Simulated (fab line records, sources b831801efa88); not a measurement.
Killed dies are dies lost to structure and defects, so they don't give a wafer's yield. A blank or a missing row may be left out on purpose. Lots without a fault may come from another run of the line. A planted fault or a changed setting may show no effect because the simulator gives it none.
fab line records | flow sky130
record lots=14 wafers=42 last_day=50
route steps=708 shown METAL4@634
lots that met no fault: from a run of the same line without faults
start_h: hours from the record's first day to the start of the lot's first wafer shown | wait_h: hours since the lot's step before | " the same as in the row above | L1.1+2: a row that stands for several wafers | - no value, or no start given | * or withheld: withheld | < > ~ a bound
route shown NAME@n: a module of which the file shows steps, and the number in the route of the first | usual: mean/standard deviation of fault-free wafers | same: alike in all rows | chamber/n: place in a boat | sites: the reading at each site | _std_site: their standard deviation | _edge_site: outer sites' mean less inner sites' | radius_mm: how far each site lies from the wafer's centre | mask NAME#n: copy n | behind: the tool/chamber that last shaped the wafer | hold: why the lot was held/for how many hours/how that ended | device: the transistor (n, p or np) that didn't switch | end of line: the same wafers' tests at the end of the route | a step without rows: its recipe alone | killed: dies lost to structure and defects at the first sort, not the wafer's yield | map: a wafer's dies, x killed, . not, _ none there
set.NAME: the setting as run; set.NAME@STEP: as run at that earlier step | model.NAME: the simulator's own value behind a step, which no gauge read
steps of the route over a sample of lots; a table a step, a row a wafer
services: from which hour (start_h, from the record's first day; less than 0 if before it) a tool's chamber was out of use, for how many hours, and why
## steps
# step SKY_METAL4_METAL_ETCH_18
# recipe target_depth_a=8450 stop_on=SiO2 over_etch_frac=0.3 time_s=183.1 chemistry=Cl2/BCl3 resist_sidewall_deg=88 pressure_mtorr=10 icp_w=900 bias_w=48.5 Cl2_flow_sccm=60 bcl3_flow_sccm=30
# usual drypump_motor_current_A=5.7/0.49 oes_product_au=0.866/0.0061 rf_fwd_power_W=896/3.1 throttle_valve_pct=22.264/0.0085
# columns lot.wafer tool chamber start_h wait_h drypump_motor_current_A oes_product_au rf_fwd_power_W rf_hours_counter_h throttle_valve_pct
L181.1 rie_metal-02 1 976.95 0.0 6.2 0.867 890 16 22.273
L181.4 " 0 " " 5.7 0.877 894 - 22.275
L181.6 " 1 " " 6.2 0.873 892 - 22.274
L182.1 rie_metal-01 0 980.72 0.0 5.8 0.864 896 16 22.263
L182.2 " 1 " " 6.4 0.863 896 5 22.279
L182.6 " 0 " " 5.8 0.855 896 - 22.264
L184.1 rie_metal-01 1 999.09 0.0 6.4 0.856 893 6 22.260
L184.3 " 1 " " 6.4 0.860 895 - 22.252
L184.6 " 0 " " 5.8 0.861 897 - 22.269
L185.1 rie_metal-02 1 1008.12 0.0 6.2 0.865 891 17 22.272
L185.4 " 1 " " 6.2 0.867 892 - 22.274
L185.6 " 1 " " 6.2 0.863 891 - 22.263
L186.1 rie_metal-04 0 1010.79 0.0 5.5 0.860 892 24 22.268
L186.3 " 1 " " 5.0 0.865 896 - 22.264
L186.5 " 1 " " 5.0 0.866 891 - 22.269
L188.2 rie_metal-01 1 1024.24 0.0 6.4 0.863 895 7 22.257
L188.4 " 1 " " 6.4 0.857 898 - 22.262
L188.6 " 1 " " 6.4 0.858 898 - 22.271
L191.1 rie_metal-04 1 1045.08 0.0 5.0 0.867 896 4 22.267
L191.3 " 1 " " 5.0 0.867 894 - 22.283
L191.6 " 1 " " 5.0 0.858 897 - 22.258
L192.1 rie_metal-01 1 1051.27 0.0 6.4 0.858 897 9 22.277
L192.2 " 0 " " 5.8 0.862 893 20 22.263
L192.6 " 0 " " 5.8 0.865 893 - 22.259
L193.3 rie_metal-01 1 1053.33 0.1 6.4 0.866 896 - 22.251
L193.4 " 0 " " 5.8 0.866 899 - 22.256
L193.5 " 0 " " 5.8 0.867 898 - 22.262
L194.1 rie_metal-01 0 1058.97 0.0 5.8 0.877 896 20 22.287
L194.2 " 1 " " 6.4 0.867 900 10 22.263
L194.5 " 0 " " 5.8 0.869 893 - 22.262
L198.1 rie_metal-04 0 1086.74 0.0 5.5 0.866 898 29 22.251
L198.4 " 0 " " 5.5 0.868 893 - 22.253
L198.5 " 1 " " 5.0 0.861 895 - 22.248
L200.2 rie_metal-01 1 1102.33 0.0 6.4 0.855 895 12 22.247
L200.4 " 0 " " 5.8 0.862 891 - 22.253
L200.6 " 0 " " 5.8 0.860 892 - 22.245
L201.1 rie_metal-02 1 1110.27 0.0 6.2 0.864 898 24 22.255
L201.3 " 0 " " 5.7 0.862 899 - 22.256
L201.5 " 1 " " 6.2 0.869 902 - 22.259
L202.1 rie_metal-01 0 1110.75 0.0 5.8 0.864 901 24 22.253
L202.3 " 1 " " 6.4 0.861 900 - 22.266
L202.6 " 1 " " 6.4 0.864 896 - 22.260
# step SKY_METAL4_STRIP_19
# recipe chemistry=O2/N2 power_w=1400 pressure_mtorr=1500 platen_temp_c=withheld o2_flow_sccm=3000 n2_flow_sccm=300 overash_fraction=0.5
# usual drypump_motor_current_A=5.7/0.37 oes_product_au=0.501/0.0062 strip_time_to_endpoint_s=6.51/0.086
# columns lot.wafer tool chamber start_h wait_h drypump_motor_current_A oes_product_au rf_hours_counter_h strip_time_to_endpoint_s
L181.1 plasma_asher-03 0 977.13 0.1 5.7 0.498 86 6.52
L181.4 " 1 " " 5.7 0.502 - 6.47
L181.6 " 0 " " 5.7 0.505 - 6.45
L182.1 plasma_asher-02 0 980.89 0.1 6.1 0.508 111 6.55
L182.2 " 1 " " 5.5 0.493 111 6.33
L182.6 " 0 " " 6.1 0.509 - 6.52
L184.1 plasma_asher-03 0 999.27 0.1 5.8 0.493 87 6.38
L184.3 " 1 " " 5.7 0.490 - 6.30
L184.6 " 0 " " 5.8 0.497 - 6.50
L185.1 plasma_asher-04 0 1008.30 0.1 6.1 0.503 58 6.45
L185.4 " 0 " " 6.1 0.499 - 6.49
L185.6 " 0 " " 6.1 0.511 - 6.50
L186.1 plasma_asher-04 0 1010.96 0.1 6.1 0.508 59 6.47
L186.3 " 0 " " 6.1 0.506 - 6.68
L186.5 " 0 " " 6.2 0.505 - 6.60
L188.2 plasma_asher-03 0 1024.41 0.1 5.8 0.487 90 6.39
L188.4 " 0 " " 5.8 0.495 - 6.40
L188.6 " 1 " " 5.7 0.496 - 6.34
L191.1 plasma_asher-04 0 1045.25 0.1 6.1 0.501 62 6.56
L191.3 " 0 " " 6.1 0.511 - 6.62
L191.6 " 0 " " 6.1 0.500 - 6.61
L192.1 plasma_asher-02 0 1051.45 0.1 6.1 0.505 118 6.45
L192.2 " 1 " " 5.4 0.501 118 6.58
L192.6 " 1 " " 5.4 0.506 - 6.59
L193.3 plasma_asher-02 0 1053.49 0.1 6.1 0.505 - 6.49
L193.4 " 1 " " 5.5 0.503 - 6.57
L193.5 " 1 " " 5.4 0.497 - 6.56
L194.1 plasma_asher-04 1 1059.15 0.1 5.2 0.505 63 6.53
L194.2 " 0 " " 6.1 0.501 63 6.39
L194.5 " 0 " " 6.1 0.503 - 6.52
L198.1 plasma_asher-02 1 1086.91 0.1 5.5 0.496 3 6.55
L198.4 " 0 " " 6.1 0.497 - 6.54
L198.5 " 0 " " 6.1 0.505 - 6.61
L200.2 plasma_asher-04 1 1102.50 0.1 5.2 0.538 65 7.48
L200.4 " 0 " " 6.1 0.503 - 6.52
L200.6 " 1 " " 5.1 0.545 - 7.51
L201.1 plasma_asher-04 1 1110.45 0.1 5.2 0.496 66 6.50
L201.3 " 0 " " 6.2 0.503 - 6.46
L201.5 " 1 " " 5.2 0.496 - 6.50
L202.1 plasma_asher-04 0 1110.93 0.1 6.1 0.505 66 6.59
L202.3 " 0 " " 6.1 0.496 - 6.42
L202.6 " 1 " " 5.2 0.540 - 7.47
## services
# columns tool chamber start_h hours kind
rie_metal-04 1 973.86 20.2 repair
plasma_asher-03 - 985.70 5.7 repair
plasma_asher-02 - 994.06 1.3 repair
rie_metal-01 - 995.90 0.2 repair
rie_metal-04 1 1025.74 13.0 repair
plasma_asher-02 - 1055.25 9.0 pm
plasma_asher-02 0 1055.25 9.0 vent_cycle
plasma_asher-02 1 1055.25 9.0 vent_cycle
plasma_asher-04 - 1063.70 28.1 pm
plasma_asher-02 0 1064.25 - clean
plasma_asher-02 1 1064.25 - clean
plasma_asher-03 - 1098.16 1.7 repair
plasma_asher-04 - 1105.90 0.8 repair
rie_metal-04 0 1108.49 13.5 repair
## key
first_sign step=SKY_METAL4_STRIP_19 reading=strip_time_to_endpoint_s direction=up sigmas=11 usual=* struck=*
effect step=SKY_METAL4_STRIP_19 reading=oes_product_au direction=up sigmas=6.5 usual=0.501 struck=0.541
met_at SKY_METAL4_METAL_ETCH_18
struck_lots L200,L202
struck_wafers L200.2,L200.6,L202.6
sort_left_out L200.2,L200.6,L202.6
onset_between 1058.97 1102.33
fault kind=process_parameter_drift tool=rie_metal-01 chamber=- onset_h=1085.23 steps=SKY_METAL4_METAL_ETCH_18 channel=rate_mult offset=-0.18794 shape=step end_h=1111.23 scope=struck_wafers_only
# sort_left_out: the simulated sort isn't trusted on such a fault, so these wafers' sort isn't shown, and their yield isn't known
